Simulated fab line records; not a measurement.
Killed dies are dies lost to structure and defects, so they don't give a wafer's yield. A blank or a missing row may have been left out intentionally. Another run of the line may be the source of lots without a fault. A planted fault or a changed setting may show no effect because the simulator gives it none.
The tool behind it: which one? | flow gf180mcu | Sampling: 14 lots, 42 wafers, 5 of 602 route steps

## WHAT THE GAUGES READ, wafer by wafer
GF_VT_IMPLANT_TW_MEAS_10. Usual: VT_IMPLANT_TW 565, standard deviation 9.3.
lot  | measured     | on            | VT_IMPLANT_TW | flag
L260 | day 5 23:47  | film_metro-03 | 554 555 560   |
L261 | day 6 06:13  | film_metro-03 | 561 561 564   |
L263 | day 6 14:49  | film_metro-02 | 576 577 578   |
L264 | day 6 20:36  | film_metro-04 | 566 567 565   |
L266 | day 7 08:52  | film_metro-04 | 566 565 569   |
L267 | day 7 14:03  | film_metro-03 | 555 557 558   |
L268 | day 7 20:11  | film_metro-03 | 553 556 552   |
L269 | day 8 03:53  | film_metro-03 | 557 559 562   |
L270 | day 8 10:45  | film_metro-03 | 559 556 558   |
L272 | day 8 19:39  | film_metro-03 | 558 557 561   |
L273 | day 9 04:39  | film_metro-04 | 568 568 568   |
L274 | day 9 09:50  | film_metro-03 | 557 558 557   |
L275 | day 9 20:56  | film_metro-03 | 559 561 559   |
L282 | day 11 15:32 | film_metro-02 | 580 577 579   |

GF_POLY_GATE_THK_MEAS_01. Usual: POLY_GATE_CVD_00_THK 201.0 nm, standard deviation 1.8.
lot  | measured     | on            | POLY_GATE_CVD_00_THK (nm) | flag
L260 | day 8 18:51  | film_metro-03 | 202.9 202.5 203.0         |
L261 | day 9 02:06  | film_metro-03 | 200.9 201.7 200.3         |
L263 | day 9 14:26  | film_metro-01 | 197.8 197.9 199.8         |
L264 | day 9 19:25  | film_metro-01 | 197.6 197.8 197.1         |
L266 | day 10 12:15 | film_metro-02 | 199.2 200.4 201.4         |
L267 | day 10 18:08 | film_metro-03 | 201.9 204.1 201.9         |
L268 | day 11 01:43 | film_metro-01 | 199.6 201.1 199.7         |
L269 | day 11 11:34 | film_metro-03 | 203.4 204.3 203.6         |
L270 | day 11 18:05 | film_metro-03 | 199.3 201.7 199.3         |
L272 | day 12 01:09 | film_metro-02 | 220.5 209.0 206.0         | OFF
L273 | day 12 12:24 | film_metro-02 | 197.1 199.1 198.4         |
L274 | day 12 17:52 | film_metro-03 | 229.3 229.8 229.5         | OFF
L275 | day 13 06:46 | film_metro-02 | 228.4 230.3 225.7         | OFF
L282 | day 15 09:22 | film_metro-01 | 203.7 200.9 203.0         |

GF_HV_LDD_CD_MEAS_31 targets a cd of 400 nm. Usual: cd_nm 400.7 nm, standard deviation 2.4.
lot  | measured     | on        | cd_nm (nm)        | flag
L260 | day 11 21:06 | cd_sem-02 | 400.5 402.6 398.2 |
L261 | day 12 05:26 | cd_sem-01 | 398.9 398.3 398.4 |
L263 | day 12 22:18 | cd_sem-02 | 405.2 406.0 402.9 |
L264 | day 13 02:52 | cd_sem-02 | 401.1 401.2 400.3 |
L266 | day 13 20:17 | cd_sem-02 | 400.3 400.8 398.3 |
L267 | day 14 04:15 | cd_sem-01 | 400.1 401.9 402.0 |
L268 | day 14 10:26 | cd_sem-02 | 400.5 400.3 401.1 |
L269 | day 14 23:33 | cd_sem-02 | 398.7 397.6 398.2 |
L270 | day 15 05:03 | cd_sem-02 | 399.7 399.5 400.4 |
L272 | day 15 13:11 | cd_sem-01 | 400.2 399.1 401.5 |
L273 | day 16 02:17 | cd_sem-02 | 399.0 399.6 399.2 |
L274 | day 16 08:41 | cd_sem-01 | 401.0 399.2 400.4 |
L275 | day 16 23:25 | cd_sem-02 | 402.1 400.7 403.4 |
L282 | day 19 07:47 | cd_sem-01 | 405.0 404.7 404.7 |

GF_NSD_TW_MEAS_12. Usual: NSD_TW 4279, standard deviation 60.
lot  | measured     | on            | NSD_TW         | flag
L260 | day 13 18:12 | film_metro-02 | 4367 4384 4353 |
L261 | day 14 01:31 | film_metro-04 | 4271 4287 4276 |
L263 | day 14 21:02 | film_metro-03 | 4207 4213 4229 |
L264 | day 15 01:07 | film_metro-02 | 4363 4364 4366 |
L266 | day 15 19:43 | film_metro-03 | 4221 4206 4237 |
L267 | day 16 03:10 | film_metro-04 | 4255 4252 4232 |
L268 | day 16 10:03 | film_metro-02 | 4382 4408 4378 |
L269 | day 17 00:25 | film_metro-04 | 4281 4299 4276 |
L270 | day 17 06:07 | film_metro-03 | 4245 4259 4223 |
L272 | day 17 15:22 | film_metro-02 | 4362 4367 4370 |
L273 | day 18 04:34 | film_metro-03 | 4254 4248 4262 |
L274 | day 18 12:02 | film_metro-02 | 4373 4382 4381 |
L275 | day 19 02:49 | film_metro-03 | 4251 4229 4253 |
L282 | day 21 12:56 | film_metro-03 | 4246 4239 4264 |

## EACH LOT AND THE TOOL THAT RAN IT (in order: tool; ch and the chambers of the sampled wafers; start)
lot  | GF_POLY_GATE_CVD_00
L260 | lpcvd-02 ch 0, day 8 17:31
L261 | lpcvd-01 ch 0, day 9 00:05
L263 | lpcvd-01 ch 1, day 9 13:05
L264 | lpcvd-01 ch 1, day 9 18:05
L266 | lpcvd-02 ch 0, day 10 10:54
L267 | lpcvd-01 ch 0, day 10 16:47
L268 | lpcvd-02 ch 0, day 10 23:43
L269 | lpcvd-02 ch 1, day 11 10:14
L270 | lpcvd-02 ch 0, day 11 16:45
L272 | lpcvd-02 ch 1, day 11 23:49
L273 | lpcvd-01 ch 0, day 12 11:04
L274 | lpcvd-02 ch 0, day 12 16:31
L275 | lpcvd-02 ch 0, day 13 05:25
L282 | lpcvd-01 ch 0, day 15 08:01
- GF_POLY_GATE_CVD_00: deposits poly-Si, target thk 200 nm, time 1200 s.

## WHAT THE TOOLS THEMSELVES READ (means of the sampled wafers that have a number; where no wafer has one, the mark that the record gives instead)
GF_POLY_GATE_CVD_00. Usual: spike_tc_centre_C 619.4 C, standard deviation 1.2; zone_power_centre_pct 9.0 %, standard deviation 0.73.
lot  | tool     | spike_tc_centre_C (C) | zone_power_centre_pct (%) | flag
L260 | lpcvd-02 | 618.0                 | 9.1                       |
L261 | lpcvd-01 | 621.4                 | 10.3                      |
L263 | lpcvd-01 | 617.9                 | 8.1                       |
L264 | lpcvd-01 | 618.7                 | 8.2                       |
L266 | lpcvd-02 | 619.8                 | 9.1                       |
L267 | lpcvd-01 | 619.8                 | 10.1                      |
L268 | lpcvd-02 | 618.3                 | 9.1                       |
L269 | lpcvd-02 | 619.5                 | 8.6                       |
L270 | lpcvd-02 | 618.6                 | 9.1                       |
L272 | lpcvd-02 | 632.9                 | 10.6                      | OFF
L273 | lpcvd-01 | 619.6                 | 10.1                      |
L274 | lpcvd-02 | 632.5                 | 11.4                      | OFF
L275 | lpcvd-02 | 632.3                 | 11.3                      | OFF
L282 | lpcvd-01 | 620.6                 | 10.3                      |

## THE ANSWER, worked out from the rows above alone
Rule: a lot is off if the mean of its wafers that have a number lies more than 3 standard deviations from the usual mean. Also off: a lot with no number at a reading for which 4 or more lots have one. Where the step has rows for the other lots, those lots are counted as sound. Order of review: gauges by route order, followed by the tools' own readings, for which a lot's mean as printed above is used. The first step at which some lot is off is used, and at that step the reading that is off furthest; a lot without a number counts as furthest.
Off: L272, L274, L275, seen at GF_POLY_GATE_THK_MEAS_01 (POLY_GATE_CVD_00_THK).
If a tool, at a process step before that reading, ran all the lots that are off and no sound lot after the first of them, it fits. The gauges at GF_POLY_GATE_THK_MEAS_01 aren't tried: what is off there is off at GF_POLY_GATE_CVD_00 too, on other tools, and a gauge's error can't cause that. One candidate fits, namely lpcvd-02 at GF_POLY_GATE_CVD_00. Its last sound lot is L270 (day 11 16:45), its first lot that is off L272 (day 11 23:49): a fault that began between those two fits.
On the lots that are off, the tool's own readings at GF_POLY_GATE_CVD_00 differ by more than 5 times the standard deviation of the sound lots' means, which bears it out; spike_tc_centre_C reads 632.6 C there versus 619.3 C on the sound lots.

## WHAT THE SIMULATOR HAD INSERTED
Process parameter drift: lpcvd-02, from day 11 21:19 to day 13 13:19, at GF_POLY_GATE_CVD_00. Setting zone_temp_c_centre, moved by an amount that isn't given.
Lots struck among those shown: L272, L274, L275. The rule given above showed the same thing.
